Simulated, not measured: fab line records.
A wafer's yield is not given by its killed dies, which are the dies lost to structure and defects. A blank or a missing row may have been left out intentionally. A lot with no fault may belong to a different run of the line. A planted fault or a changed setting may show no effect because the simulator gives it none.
Matching of chambers ; flow gf180mcu ; GF_SAB_CVD_00 on pecvd-03 has 3 sister chambers
The step deposits SiO2 from TEOS, target thk 50 nm, time 4.9302 s. 14 wafers are shown with their chamber, then 7 later ones without.

WAFERS WITH THEIR CHAMBER
wafer;chamber;heater power w (W)
L529.1;1;591
L529.4;2;852
L529.6;0;582
L532.2;1;571
L532.4;0;452
L532.5;1;585
L533.2;2;918
L533.3;0;491
L533.4;1;640
L547.1;0;523
L547.3;2;911
L547.4;1;652
L548.1;1;663
L548.2;0;565

SIGNATURES (means of the wafers above)
reading;chamber 0;chamber 1;chamber 2;scatter within a chamber
heater power w;522.60;617.00;893.67;44.3
Rule: for each reading, subtract the chamber's mean from the wafer's reading, divide by that reading's scatter and square the result; add these up over the readings and take the root, which gives the wafer's distance from the chamber. The wafer belongs to the nearest chamber; if the next one is less than 2 further off, it can't be placed. How the scatter is found: for the shown wafers, subtract from each reading the mean of its chamber, square and add these, divide the total by (wafers less chambers), then take the root.

WAFERS WITHOUT THEIR CHAMBER
wafer;heater power w (W)
L548.6;582
L550.2;566
L550.3;947
L550.5;934
L552.2;574
L552.4;491
L552.6;593

WHICH CHAMBER EACH ONE RAN IN
wafer;from the rows above;in truth
L548.6;can't be placed: 1 or 0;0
L550.2;can't be placed: 0 or 1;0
L550.3;2;2
L550.5;2;2
L552.2;can't be placed: 1 or 0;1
L552.4;0;0
L552.6;can't be placed: 1 or 0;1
3 of 7 placed correctly. Not placeable from these rows: 4 (in 4, the candidates include the true chamber). Wrongly placed: 0.
